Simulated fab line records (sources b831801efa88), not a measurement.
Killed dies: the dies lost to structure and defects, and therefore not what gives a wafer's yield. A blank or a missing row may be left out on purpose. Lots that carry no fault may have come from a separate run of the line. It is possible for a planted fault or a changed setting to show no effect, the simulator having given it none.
The tool behind it: which one? || flow gf180mcu || 42 wafers from 14 lots sampled at 5 of the route's 602 steps

## WHAT EACH GAUGE READ, for each wafer
GF_NWELL_TW_MEAS_11. Usual: NWELL_TW typically reads 1584, with standard deviation 19.
{"lot": "L282", "measured": "day 3 07:00", "on": "filmMetro-03", "NWELL_TW": "1566 1569 1582", "flag": ""}
{"lot": "L287", "measured": "day 4 11:11", "on": "filmMetro-04", "NWELL_TW": "1592 1606 1608", "flag": ""}
{"lot": "L288", "measured": "day 4 15:26", "on": "filmMetro-02", "NWELL_TW": "1573 1578 1568", "flag": ""}
{"lot": "L293", "measured": "day 5 20:36", "on": "filmMetro-04", "NWELL_TW": "1615 1605 1615", "flag": ""}
{"lot": "L294", "measured": "day 5 23:42", "on": "filmMetro-03", "NWELL_TW": "1573 1565 1567", "flag": ""}
{"lot": "L296", "measured": "day 6 12:09", "on": "filmMetro-02", "NWELL_TW": "1565 1568 1560", "flag": ""}
{"lot": "L297", "measured": "day 6 17:26", "on": "filmMetro-03", "NWELL_TW": "1572 1569 1561", "flag": ""}
{"lot": "L298", "measured": "day 6 23:36", "on": "filmMetro-02", "NWELL_TW": "1563 1562 1565", "flag": ""}
{"lot": "L300", "measured": "day 7 10:05", "on": "filmMetro-03", "NWELL_TW": "1561 1571 1561", "flag": ""}
{"lot": "L301", "measured": "day 7 17:02", "on": "filmMetro-02", "NWELL_TW": "1570 1567 1567", "flag": ""}
{"lot": "L302", "measured": "day 7 21:51", "on": "filmMetro-04", "NWELL_TW": "1605 1598 1606", "flag": ""}
{"lot": "L303", "measured": "day 8 01:51", "on": "filmMetro-02", "NWELL_TW": "1583 1590 1578", "flag": ""}
{"lot": "L304", "measured": "day 8 07:55", "on": "filmMetro-04", "NWELL_TW": "1604 1618 1607", "flag": ""}
{"lot": "L305", "measured": "day 8 15:39", "on": "filmMetro-04", "NWELL_TW": "1602 1615 1605", "flag": ""}

GF_LVPWELL_OVL_MEAS_07. Usual: LVPWELL_OVL typically reads 0.4 nm, with standard deviation 1.6.
{"lot": "L282", "measured": "day 3 20:08", "on": "overlay-01", "LVPWELL_OVL (nm)": "-2.8 -3.1 -2.6", "flag": ""}
{"lot": "L287", "measured": "day 5 01:16", "on": "overlay-02", "LVPWELL_OVL (nm)": "1.1 0.8 0.7", "flag": ""}
{"lot": "L288", "measured": "day 5 05:22", "on": "overlay-01", "LVPWELL_OVL (nm)": "-0.1 -0.3 1.4", "flag": ""}
{"lot": "L293", "measured": "day 6 10:54", "on": "overlay-01", "LVPWELL_OVL (nm)": "-0.9 -1.7 -1.4", "flag": ""}
{"lot": "L294", "measured": "day 6 14:26", "on": "overlay-01", "LVPWELL_OVL (nm)": "0.8 1.3 1.1", "flag": ""}
{"lot": "L296", "measured": "day 7 03:08", "on": "overlay-01", "LVPWELL_OVL (nm)": "-0.8 0.4 -0.6", "flag": ""}
{"lot": "L297", "measured": "day 7 08:31", "on": "overlay-01", "LVPWELL_OVL (nm)": "0.2 0.2 -1.3", "flag": ""}
{"lot": "L298", "measured": "day 7 15:34", "on": "overlay-02", "LVPWELL_OVL (nm)": "1.8 1.3 0.5", "flag": ""}
{"lot": "L300", "measured": "day 8 01:50", "on": "overlay-01", "LVPWELL_OVL (nm)": "2.0 2.0 1.7", "flag": ""}
{"lot": "L301", "measured": "day 8 09:28", "on": "overlay-01", "LVPWELL_OVL (nm)": "1.6 1.0 0.2", "flag": ""}
{"lot": "L302", "measured": "day 8 14:20", "on": "overlay-02", "LVPWELL_OVL (nm)": "-0.8 -1.4 -0.4", "flag": ""}
{"lot": "L303", "measured": "day 8 18:19", "on": "overlay-01", "LVPWELL_OVL (nm)": "2.4 1.7 0.7", "flag": ""}
{"lot": "L304", "measured": "day 9 00:42", "on": "overlay-02", "LVPWELL_OVL (nm)": "-1.3 -0.5 0.5", "flag": ""}
{"lot": "L305", "measured": "day 9 08:11", "on": "overlay-02", "LVPWELL_OVL (nm)": "0.9 0.8 1.0", "flag": ""}

GF_VT_IMPLANT_OVL_MEAS_18. Usual: VT_IMPLANT_01_OVL typically reads -0.7 nm, with standard deviation 1.2.
{"lot": "L282", "measured": "day 6 04:55", "on": "overlay-01", "VT_IMPLANT_01_OVL (nm)": "-0.4 -1.0 -0.5", "flag": ""}
{"lot": "L287", "measured": "day 7 12:58", "on": "overlay-01", "VT_IMPLANT_01_OVL (nm)": "-1.3 -2.4 -0.7", "flag": ""}
{"lot": "L288", "measured": "day 7 18:18", "on": "overlay-02", "VT_IMPLANT_01_OVL (nm)": "-1.2 -0.3 -3.9", "flag": ""}
{"lot": "L293", "measured": "day 9 05:01", "on": "overlay-01", "VT_IMPLANT_01_OVL (nm)": "-1.1 -2.2 -0.7", "flag": ""}
{"lot": "L294", "measured": "day 9 08:55", "on": "overlay-02", "VT_IMPLANT_01_OVL (nm)": "-1.5 -1.3 -2.8", "flag": ""}
{"lot": "L296", "measured": "day 9 22:19", "on": "overlay-02", "VT_IMPLANT_01_OVL (nm)": "-1.0 0.4 0.3", "flag": ""}
{"lot": "L297", "measured": "day 10 03:05", "on": "overlay-02", "VT_IMPLANT_01_OVL (nm)": "-0.1 -0.5 -0.5", "flag": ""}
{"lot": "L298", "measured": "day 10 11:33", "on": "overlay-01", "VT_IMPLANT_01_OVL (nm)": "-0.5 -0.3 -0.5", "flag": ""}
{"lot": "L300", "measured": "day 10 22:42", "on": "overlay-01", "VT_IMPLANT_01_OVL (nm)": "0.3 -0.6 -0.5", "flag": ""}
{"lot": "L301", "measured": "day 11 07:02", "on": "overlay-02", "VT_IMPLANT_01_OVL (nm)": "-0.2 -1.5 -0.6", "flag": ""}
{"lot": "L302", "measured": "day 11 12:55", "on": "overlay-01", "VT_IMPLANT_01_OVL (nm)": "1.1 0.7 0.4", "flag": ""}
{"lot": "L303", "measured": "day 11 16:43", "on": "overlay-02", "VT_IMPLANT_01_OVL (nm)": "-2.6 -2.9 -2.6", "flag": ""}
{"lot": "L304", "measured": "day 12 01:16", "on": "overlay-01", "VT_IMPLANT_01_OVL (nm)": "0.3 -1.8 -0.8", "flag": ""}
{"lot": "L305", "measured": "day 12 09:40", "on": "overlay-02", "VT_IMPLANT_01_OVL (nm)": "-1.0 0.2 -1.2", "flag": ""}

GF_VT_IMPLANT_TW_MEAS_21. Usual: VT_IMPLANT_2_TW typically reads 1228, with standard deviation 11.
{"lot": "L282", "measured": "day 6 05:12", "on": "filmMetro-02", "VT_IMPLANT_2_TW": "1212 1213 1215", "flag": ""}
{"lot": "L287", "measured": "day 7 13:14", "on": "filmMetro-01", "VT_IMPLANT_2_TW": "1232 1225 1235", "flag": ""}
{"lot": "L288", "measured": "day 7 18:35", "on": "filmMetro-04", "VT_IMPLANT_2_TW": "1242 1243 1237", "flag": ""}
{"lot": "L293", "measured": "day 9 05:18", "on": "filmMetro-01", "VT_IMPLANT_2_TW": "1258 1272 1268", "flag": "OFF"}
{"lot": "L294", "measured": "day 9 09:13", "on": "filmMetro-04", "VT_IMPLANT_2_TW": "1282 1275 1278", "flag": "OFF"}
{"lot": "L296", "measured": "day 9 22:36", "on": "filmMetro-01", "VT_IMPLANT_2_TW": "1232 1233 1225", "flag": ""}
{"lot": "L297", "measured": "day 10 03:23", "on": "filmMetro-04", "VT_IMPLANT_2_TW": "1242 1244 1240", "flag": ""}
{"lot": "L298", "measured": "day 10 11:50", "on": "filmMetro-01", "VT_IMPLANT_2_TW": "1221 1222 1220", "flag": ""}
{"lot": "L300", "measured": "day 10 22:59", "on": "filmMetro-04", "VT_IMPLANT_2_TW": "1239 1238 1235", "flag": ""}
{"lot": "L301", "measured": "day 11 07:20", "on": "filmMetro-04", "VT_IMPLANT_2_TW": "1230 1235 1235", "flag": ""}
{"lot": "L302", "measured": "day 11 13:12", "on": "filmMetro-04", "VT_IMPLANT_2_TW": "1244 1251 1238", "flag": ""}
{"lot": "L303", "measured": "day 11 17:00", "on": "filmMetro-01", "VT_IMPLANT_2_TW": "1223 1227 1224", "flag": ""}
{"lot": "L304", "measured": "day 12 01:34", "on": "filmMetro-01", "VT_IMPLANT_2_TW": "1218 1216 1216", "flag": ""}
{"lot": "L305", "measured": "day 12 09:57", "on": "filmMetro-04", "VT_IMPLANT_2_TW": "1232 1231 1238", "flag": ""}

## TOOL THAT RAN EACH LOT (tool first, then ch and the chambers of the sampled wafers, then the start)
{"lot": "L282", "GF_VT_IMPLANT_IMPLANT_19": "implanter-01 ch 0, day 6 04:58"}
{"lot": "L287", "GF_VT_IMPLANT_IMPLANT_19": "implanter-01 ch 0, day 7 12:59"}
{"lot": "L288", "GF_VT_IMPLANT_IMPLANT_19": "implanter-01 ch 0, day 7 18:20"}
{"lot": "L293", "GF_VT_IMPLANT_IMPLANT_19": "implanter-03 ch 0, day 9 05:04"}
{"lot": "L294", "GF_VT_IMPLANT_IMPLANT_19": "implanter-03 ch 0, day 9 08:59"}
{"lot": "L296", "GF_VT_IMPLANT_IMPLANT_19": "implanter-01 ch 0, day 9 22:22"}
{"lot": "L297", "GF_VT_IMPLANT_IMPLANT_19": "implanter-02 ch 0, day 10 03:08"}
{"lot": "L298", "GF_VT_IMPLANT_IMPLANT_19": "implanter-02 ch 0, day 10 11:35"}
{"lot": "L300", "GF_VT_IMPLANT_IMPLANT_19": "implanter-02 ch 0, day 10 22:45"}
{"lot": "L301", "GF_VT_IMPLANT_IMPLANT_19": "implanter-01 ch 0, day 11 07:05"}
{"lot": "L302", "GF_VT_IMPLANT_IMPLANT_19": "implanter-01 ch 0, day 11 12:58"}
{"lot": "L303", "GF_VT_IMPLANT_IMPLANT_19": "implanter-01 ch 0, day 11 16:46"}
{"lot": "L304", "GF_VT_IMPLANT_IMPLANT_19": "implanter-01 ch 0, day 12 01:20"}
{"lot": "L305", "GF_VT_IMPLANT_IMPLANT_19": "implanter-01 ch 0, day 12 09:43"}
- GF_VT_IMPLANT_IMPLANT_19

## AS READ BY THE TOOLS THEMSELVES (means over the sampled wafers that have a number; for cases with no such wafer, the mark the record gives instead)
GF_VT_IMPLANT_IMPLANT_19. Usual: beamEnergyKeV reads 99.997 (standard deviation 0.028).
{"lot": "L282", "tool": "implanter-01", "beamEnergyKeV": 99.993, "flag": ""}
{"lot": "L287", "tool": "implanter-01", "beamEnergyKeV": 99.978, "flag": ""}
{"lot": "L288", "tool": "implanter-01", "beamEnergyKeV": 99.964, "flag": ""}
{"lot": "L293", "tool": "implanter-03", "beamEnergyKeV": 110.887, "flag": "OFF"}
{"lot": "L294", "tool": "implanter-03", "beamEnergyKeV": 110.923, "flag": "OFF"}
{"lot": "L296", "tool": "implanter-01", "beamEnergyKeV": 100.027, "flag": ""}
{"lot": "L297", "tool": "implanter-02", "beamEnergyKeV": 100.014, "flag": ""}
{"lot": "L298", "tool": "implanter-02", "beamEnergyKeV": 99.979, "flag": ""}
{"lot": "L300", "tool": "implanter-02", "beamEnergyKeV": 99.975, "flag": ""}
{"lot": "L301", "tool": "implanter-01", "beamEnergyKeV": 99.992, "flag": ""}
{"lot": "L302", "tool": "implanter-01", "beamEnergyKeV": 99.989, "flag": ""}
{"lot": "L303", "tool": "implanter-01", "beamEnergyKeV": 100.010, "flag": ""}
{"lot": "L304", "tool": "implanter-01", "beamEnergyKeV": 100.020, "flag": ""}
{"lot": "L305", "tool": "implanter-01", "beamEnergyKeV": 100.030, "flag": ""}

## THE ANSWER, worked out from the rows above alone
Rule: take the mean of a lot's wafers that have a number; if it is more than 3 standard deviations from the usual mean, the lot is off. Also off: a lot with no number at a reading for which 4 or more lots have one. The other lots that the step has rows for count as sound. First the gauges in route order, then the tools' own readings, where a lot's mean is used as printed above. The first step at which some lot is off is used, and at that step the reading that is off furthest; a lot without a number counts as furthest.
Off: L293, L294, seen at GF_VT_IMPLANT_TW_MEAS_21 (VT_IMPLANT_2_TW).
A tool fits if, at a process step before that reading, it ran every lot that is off, and no sound lot after the first of them. The gauges at GF_VT_IMPLANT_TW_MEAS_21 aren't tried: what is off there is off at GF_VT_IMPLANT_IMPLANT_19 too, on other tools, and a gauge's error can't cause that. One candidate fits, namely implanter-03 at GF_VT_IMPLANT_IMPLANT_19. It ran no sound lot before its first lot that is off in this sample, so the start can't be narrowed down.
On the lots that are off, the tool's own readings at GF_VT_IMPLANT_IMPLANT_19 differ by more than 5 times the standard deviation of the sound lots' means, which bears it out; beamEnergyKeV reads 110.905 there versus 99.998 on the sound lots.

## WHAT THE SIMULATOR HAD INSERTED
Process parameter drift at GF_VT_IMPLANT_IMPLANT_19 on implanter-03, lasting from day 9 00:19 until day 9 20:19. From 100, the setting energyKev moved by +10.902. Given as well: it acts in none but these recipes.
Lots struck among those shown: L293, L294. The rule given above showed the same thing.
